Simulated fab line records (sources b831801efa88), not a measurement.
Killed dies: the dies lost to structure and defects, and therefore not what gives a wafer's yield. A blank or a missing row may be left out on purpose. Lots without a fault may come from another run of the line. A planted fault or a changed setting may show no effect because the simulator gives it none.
Which tool is to blame?    flow sky130    Sampling: 10 lots, 30 wafers, 6 of 708 route steps

== WHAT THE GAUGES READ, wafer by wafer ==
SKY_METAL1_OVL_MEAS_16. Usual: for METAL1_OVL the level is 2 nm and the standard deviation is 5.2.
lot   measured      on          METAL1_OVL (nm)  flag
L566  day 32 09:59  overlay-01  -3 -5 -7         
L571  day 34 17:38  overlay-01  -1 4 1           
L570  day 34 18:56  overlay-01  1 2 1            
L572  day 35 00:17  overlay-02  2 6 7            
L580  day 37 05:47  overlay-01  -6 -7 -1         
L581  day 37 16:26  overlay-01  7 4 3            
L583  day 38 11:42  overlay-01  10 4 2           
L586  day 39 15:39  overlay-02  2 10 11          
L587  day 39 16:53  overlay-02  2 5 8            
L588  day 39 23:06  overlay-02  -2 7 2           

SKY_METAL2_RS_MEAS_05: the measuring method here is four-point-probe. Usual: for METAL2_ALCU_RS the level is 0.1272 ohm/sq and the standard deviation is 0.0015.
lot   measured      on             METAL2_ALCU_RS (ohm/sq)  flag
L566  day 33 15:25  film_metro-01  0.1253 0.1252 0.1251     
L571  day 35 23:02  film_metro-01  8.7737 8.8196 8.7458     OFF
L570  day 35 23:41  film_metro-02  8.6230 8.6345 8.6474     OFF
L572  day 36 05:46  film_metro-02  8.6905 8.7849 8.8629     OFF
L580  day 38 10:13  film_metro-04  0.1292 0.1268 0.1248     
L581  day 38 19:22  film_metro-01  0.1264 0.1241 0.1264     
L583  day 39 14:32  film_metro-01  0.1272 0.1262 0.1272     
L586  day 40 19:49  film_metro-02  0.1255 0.1285 0.1302     
L587  day 40 20:49  film_metro-02  0.1312 0.1276 0.1288     
L588  day 41 03:08  film_metro-04  0.1272 0.1273 0.1273     

SKY_METAL2_THK_MEAS_06: measures by xrf. Usual: for METAL2_ALCU_THK the level is 251 nm and the standard deviation is 3.1.
lot   measured      on             METAL2_ALCU_THK (nm)  flag
L566  day 33 15:31  film_metro-01  256 254 256           
L571  day 35 23:08  film_metro-01  <1 <1 <1              OFF
L570  day 35 23:47  film_metro-02  <0 <0 <0              OFF
L572  day 36 05:53  film_metro-02  <0 <0 <0              OFF
L580  day 38 10:19  film_metro-04  244 249 254           
L581  day 38 19:29  film_metro-01  254 255 252           
L583  day 39 14:39  film_metro-01  251 250 251           
L586  day 40 19:56  film_metro-02  254 250 246           
L587  day 40 20:56  film_metro-02  246 251 249           
L588  day 41 03:14  film_metro-04  252 250 250           

== WHICH TOOL RAN EACH LOT (tool, then ch and the chambers of the sampled wafers, then the start) ==
lot   SKY_METAL1_METAL_ETCH_19           SKY_VIA1_CVD_21                SKY_METAL2_SPUTTER_02
L566  rie_metal-03 ch 0,1, day 32 10:07  cvd_w-01 ch 1, day 33 14:41    pvd_sputter-03, day 33 15:18
L571  rie_metal-02 ch 0,1, day 34 17:46  cvd_w-02 ch 0,1, day 35 22:16  pvd_sputter-04, day 35 22:53
L570  rie_metal-03 ch 0,1, day 34 19:05  cvd_w-01 ch 0,1, day 35 22:57  pvd_sputter-02, day 35 23:33
L572  rie_metal-03 ch 0,1, day 35 00:25  cvd_w-01 ch 0,1, day 36 05:02  pvd_sputter-04, day 36 05:40
L580  rie_metal-03 ch 0,1, day 37 05:55  cvd_w-01 ch 0,1, day 38 09:29  pvd_sputter-02, day 38 10:06
L581  rie_metal-03 ch 0,1, day 37 16:34  cvd_w-02 ch 0,1, day 38 18:39  pvd_sputter-04, day 38 19:16
L583  rie_metal-02 ch 0,1, day 38 11:49  cvd_w-02 ch 0,1, day 39 13:49  pvd_sputter-03, day 39 14:26
L586  rie_metal-01 ch 0,1, day 39 15:46  cvd_w-02 ch 0,1, day 40 19:05  pvd_sputter-04, day 40 19:42
L587  rie_metal-01 ch 0, day 39 17:01    cvd_w-02 ch 0,1, day 40 20:06  pvd_sputter-02, day 40 20:43
L588  rie_metal-03 ch 0, day 39 23:21    cvd_w-02 ch 0,1, day 41 02:24  pvd_sputter-04, day 41 03:01
- SKY_METAL1_METAL_ETCH_19: etches the open film in Cl2/BCl3, stops on SiO2, target depth 360 nm, time 78 s.
- SKY_VIA1_CVD_21: deposits W, target thk 270 nm, time 80.902 s.
- SKY_METAL2_SPUTTER_02: material AlCu, target thk 250 nm, time 13.3 s.

== WHAT THE TOOLS THEMSELVES READ (means of the sampled wafers that have a number; where no wafer has one, the mark that the record gives instead) ==
SKY_METAL1_METAL_ETCH_19. Usual: drypump_motor_current_A 5.74 A, standard deviation 0.22; mfc_cl2_sccm 59.99 sccm, standard deviation 0.2; oes_product_au 0.854 a.u., standard deviation 0.0069; rf_fwd_power_W 893 W, standard deviation 3.3; throttle_valve_pct 22.264 %, standard deviation 0.01.
lot   tool          drypump_motor_current_A (A)  mfc_cl2_sccm (sccm)  oes_product_au (a.u.)  rf_fwd_power_W (W)  throttle_valve_pct (%)  flag
L566  rie_metal-03  5.63                         60.03                0.853                  891                 22.262                  
L571  rie_metal-02  5.82                         60.09                0.849                  895                 22.264                  
L570  rie_metal-03  5.52                         59.74                0.853                  893                 22.270                  
L572  rie_metal-03  5.52                         60.06                0.855                  890                 22.263                  
L580  rie_metal-03  5.52                         60.01                0.850                  893                 22.263                  
L581  rie_metal-03  5.52                         59.83                0.864                  894                 22.262                  
L583  rie_metal-02  5.85                         59.71                0.860                  895                 22.261                  
L586  rie_metal-01  5.70                         59.99                0.851                  889                 22.261                  
L587  rie_metal-01  5.68                         60.14                0.849                  892                 22.264                  
L588  rie_metal-03  5.38                         59.98                0.864                  886                 22.266                  

SKY_VIA1_CVD_21. Usual: heater_power_outer_w 550 W, standard deviation 80; heater_power_w 900 W, standard deviation 140; susceptor_temp_C 400.03 C, standard deviation 0.2.
lot   tool      heater_power_outer_w (W)  heater_power_w (W)  susceptor_temp_C (C)  flag
L566  cvd_w-01  553                       841                 399.92                
L571  cvd_w-02  453                       759                 400.07                
L570  cvd_w-01  623                       1005                400.15                
L572  cvd_w-01  590                       925                 400.01                
L580  cvd_w-01  593                       928                 400.08                
L581  cvd_w-02  477                       801                 399.99                
L583  cvd_w-02  480                       810                 399.95                
L586  cvd_w-02  455                       769                 400.34                
L587  cvd_w-02  453                       773                 400.04                
L588  cvd_w-02  477                       802                 400.22                

SKY_METAL2_SPUTTER_02. Usual: cathode_dc_power_W 10600 W, standard deviation 2.1; chamber_pressure_pa 0.4000 Pa, standard deviation 0.00082; throttle_valve_pct 29.5 %, standard deviation 1.2.
lot   tool            cathode_dc_power_W (W)  chamber_pressure_pa (Pa)  throttle_valve_pct (%)  flag
L566  pvd_sputter-03  10601                   0.4002                    28.3                    
L571  pvd_sputter-04  -                       -                         -                       OFF
L570  pvd_sputter-02  -                       -                         -                       OFF
L572  pvd_sputter-04  -                       -                         -                       OFF
L580  pvd_sputter-02  10601                   0.3995                    30.3                    
L581  pvd_sputter-04  10600                   0.4000                    29.5                    
L583  pvd_sputter-03  10600                   0.4002                    29.0                    
L586  pvd_sputter-04  10602                   0.3998                    29.5                    
L587  pvd_sputter-02  10600                   0.4004                    30.5                    
L588  pvd_sputter-04  10600                   0.4001                    29.5                    

== THE ANSWER, worked out from the rows above alone ==
Rule: lot off if the mean of its wafers having a number is beyond 3 standard deviations from the usual mean. A lot without any number at a reading at which 4 lots or more have one is off too. All remaining lots with rows at the step are treated as sound. After the gauges, taken in route order, come the tools' own readings; for these a lot's mean is taken, as printed above. The first step at which some lot is off is used, and at that step the reading that is off furthest; a lot without a number counts as furthest.
Off: L571, L570, L572, seen at SKY_METAL2_RS_MEAS_05 (METAL2_ALCU_RS).
If a tool, at a process step before that reading, ran all the lots that are off and no sound lot after the first of them, it fits. Not tried: the gauges at SKY_METAL2_RS_MEAS_05; whatever is off there is also off at SKY_METAL2_SPUTTER_02, on other tools, and gauge error can't account for it. Of those tried, none fits.

== WHAT WAS PUT IN BY THE SIMULATOR ==
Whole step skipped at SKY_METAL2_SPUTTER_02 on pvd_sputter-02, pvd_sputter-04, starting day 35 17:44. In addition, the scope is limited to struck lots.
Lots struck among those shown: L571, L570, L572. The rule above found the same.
